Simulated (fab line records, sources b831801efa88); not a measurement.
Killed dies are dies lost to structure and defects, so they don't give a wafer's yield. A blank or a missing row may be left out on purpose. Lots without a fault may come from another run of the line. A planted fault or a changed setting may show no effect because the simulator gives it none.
Tool commonality check | flow gf180mcu | 14 lots, 42 wafers sampled

WHY IT WAS OPENED
At GF_MVPSD_TW_MEAS_11 the reading MVPSD_TW is flagged on 3 of 14 lots. Wafers without a fault read 549, standard deviation 10.
Rule: a lot is flagged when every wafer of it that has a number lies more than 4 standard deviations from that mean, or none has a number. The other lots count as sound.

lot  | measured     | on            | MVPSD_TW, wafer by wafer | flag
L573 | day 5 13:13  | film_metro-02 | 542 540 541              |
L572 | day 5 15:26  | film_metro-01 | 549 548 551              |
L574 | day 5 21:20  | film_metro-03 | 563 565 564              |
L576 | day 6 00:39  | film_metro-03 | 562 564 562              |
L575 | day 6 00:44  | film_metro-01 | 545 545 547              |
L577 | day 6 09:25  | film_metro-01 | 547 549 546              |
L578 | day 6 12:57  | film_metro-03 | 701 701 699              | FLAGGED
L579 | day 6 22:02  | film_metro-03 | 703 705 702              | FLAGGED
L580 | day 6 23:28  | film_metro-03 | 702 702 703              | FLAGGED
L581 | day 7 02:45  | film_metro-02 | 537 535 535              |
L589 | day 9 18:50  | film_metro-03 | 562 561 560              |
L590 | day 10 05:08 | film_metro-01 | 547 547 548              |
L591 | day 10 05:29 | film_metro-03 | 563 562 562              |
L592 | day 10 15:54 | film_metro-01 | 547 549 546              |
The numbers of the flagged lots are 702 on average: +153 against the usual, or +15 standard deviations.

WHICH TOOL RAN EACH LOT
The record holds 1 process step before the reading, out of a route of 602 steps. In each cell: the tool, then ch and the chambers that the sampled wafers went through, then the start.
lot  | flag    | GF_LVPWELL_COAT_02
L573 |         | litho_track-03 ch 0, day 4 01:34
L572 |         | litho_track-02 ch 0, day 4 03:13
L574 |         | litho_track-03 ch 0, day 4 09:38
L576 |         | litho_track-01 ch 0, day 4 13:29
L575 |         | litho_track-01 ch 0, day 4 14:44
L577 |         | litho_track-01 ch 0, day 4 21:34
L578 | FLAGGED | litho_track-02, day 5 01:07
L579 | FLAGGED | litho_track-03, day 5 09:14
L580 | FLAGGED | litho_track-02, day 5 10:34
L581 |         | litho_track-03 ch 0, day 5 14:34
L589 |         | litho_track-02 ch 0, day 7 23:22
L590 |         | litho_track-01 ch 0, day 8 08:05
L591 |         | litho_track-03 ch 0, day 8 09:17
L592 |         | litho_track-03 ch 0, day 8 19:55
What these steps do:
- GF_LVPWELL_COAT_02: resist thk 3000 nm.
- GF_MVPSD_TW_MEAS_11

FLAGGED OVER TOTAL, TOOL BY TOOL (the gauges that took the reading come last)
step                | tool           | lots run | flagged | share of the flagged lots | sound lots run after its first flagged lot
GF_LVPWELL_COAT_02  | litho_track-01 | 4        | 0       | none                      | -
GF_LVPWELL_COAT_02  | litho_track-02 | 4        | 2       | some                      | 1 (L589)
GF_LVPWELL_COAT_02  | litho_track-03 | 6        | 1       | some                      | 3 (L581,L591,L592)
GF_MVPSD_TW_MEAS_11 | film_metro-01  | 5        | 0       | none                      | -
GF_MVPSD_TW_MEAS_11 | film_metro-02  | 2        | 0       | none                      | -
GF_MVPSD_TW_MEAS_11 | film_metro-03  | 7        | 3       | all                       | 2 (L589,L591)

WHAT THE TABLE ALLOWS
1 row of the table ran every flagged lot: film_metro-03 at GF_MVPSD_TW_MEAS_11.
- film_metro-03 at GF_MVPSD_TW_MEAS_11: 3 of its 7 lots flagged. Sound lots ran on it after the first flagged one (L589, L591), which a lasting fault on the whole tool wouldn't allow.
No row of the table ran every flagged lot and no sound lot after the first.

WHAT THE SIMULATOR HAD PUT IN
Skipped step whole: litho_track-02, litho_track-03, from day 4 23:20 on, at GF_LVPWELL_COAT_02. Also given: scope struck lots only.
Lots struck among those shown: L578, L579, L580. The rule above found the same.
